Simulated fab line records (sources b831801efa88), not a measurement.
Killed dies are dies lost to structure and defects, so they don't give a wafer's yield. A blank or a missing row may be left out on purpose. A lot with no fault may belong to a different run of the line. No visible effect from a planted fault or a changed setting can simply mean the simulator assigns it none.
Which tool was responsible? | flow gf180mcu | 10 lots with 30 wafers sampled at 3 steps, on a route of 602 steps

== WHAT EACH GAUGE READ, for each wafer ==
GF_M4_RS_MEAS_05: measurement is done with a four-point probe.
lot  | measured     | on           | M4_ALCU_RS (ohm/sq)
L486 | day 22 04:28 | filmMetro-01 | 0.0699 0.0700 0.0693
L489 | day 23 08:26 | filmMetro-04 | 0.0709 0.0709 0.0710
L490 | day 23 16:20 | filmMetro-02 | 0.0699 0.0697 0.0691
L498 | day 26 21:02 | filmMetro-02 | 0.0532 0.0531 0.0527 0.0531 0.0529 0.0527
L500 | day 27 09:26 | filmMetro-01 | 0.0695 0.0527 0.0529 0.0695 0.0528 0.0529
L501 | day 27 19:55 | filmMetro-01 | 0.0695 0.0692 0.0690
L502 | day 27 23:09 | filmMetro-04 | 0.0684 0.0694 0.0693
L504 | day 28 15:13 | filmMetro-01 | 0.0683 0.0697 0.0687
L505 | day 29 02:01 | filmMetro-04 | 0.0696 0.0695 0.0698
L509 | day 29 21:07 | filmMetro-01 | 0.0710 0.0692 0.0704

== WHAT TOOL EACH LOT RAN ON (gives the tool, then ch and the chambers of the sampled wafers, and finally the start) ==
lot  | GF_M2_METAL_ETCH_16              | GF_M4_SPUTTER_02
L486 | rieMetal-03 ch 0,1, day 18 23:29 | pvdSputter-04, day 22 04:23
L489 | rieMetal-02 ch 0,1, day 20 04:07 | pvdSputter-04, day 23 08:20
L490 | rieMetal-02 ch 0,1, day 20 13:25 | pvdSputter-01, day 23 16:14
L498 | rieMetal-01 ch 0,1, day 23 20:45 | pvdSputter-04, day 26 20:53
L500 | rieMetal-02 ch 0,1, day 24 12:49 | pvdSputter-04, day 27 09:21
L501 | rieMetal-01 ch 0, day 24 22:22   | pvdSputter-01, day 27 19:49
L502 | rieMetal-02 ch 0,1, day 25 03:49 | pvdSputter-03, day 27 23:04
L504 | rieMetal-01 ch 0,1, day 25 21:37 | pvdSputter-03, day 28 15:06
L505 | rieMetal-01 ch 0,1, day 26 08:03 | pvdSputter-01, day 29 01:56
L509 | rieMetal-02 ch 0,1, day 27 05:40 | pvdSputter-04, day 29 21:02
- GF_M2_METAL_ETCH_16: etches the open film in Cl2/BCl3, stops on SiO2, target depth 750.8 nm, time 125.1 s.
- GF_M4_SPUTTER_02: material AlCu, target thk 450 nm, time 23.9 s.

== THE ANSWER, worked out from the rows above alone ==
Rule: what is usual is taken from the lots themselves. The widest of any qualifying gaps counts: lots, ordered by their means at a reading, are off when they make up no more than a third of the lots, leave a main group of 4 or more, and stand apart from it by 3 or more times the standard deviation of that group's means. Not used: any main group whose means are identical at the precision the tables above print for the reading. Also off: a lot with no number at a reading for which 4 or more lots have one. Where the step has rows for the other lots, those lots are counted as sound.
Off: L498, L500, seen at GF_M4_RS_MEAS_05 (M4_ALCU_RS). The main group: mean 0.0697 ohm/sq, standard deviation 0.00062.
A tool fits if, at a process step before that reading, it ran every lot that is off, and no sound lot after the first of them. Gauges at GF_M4_RS_MEAS_05: tried the same way as those tools. None of those tried fits.

== WHAT THE SIMULATOR PUT IN ==
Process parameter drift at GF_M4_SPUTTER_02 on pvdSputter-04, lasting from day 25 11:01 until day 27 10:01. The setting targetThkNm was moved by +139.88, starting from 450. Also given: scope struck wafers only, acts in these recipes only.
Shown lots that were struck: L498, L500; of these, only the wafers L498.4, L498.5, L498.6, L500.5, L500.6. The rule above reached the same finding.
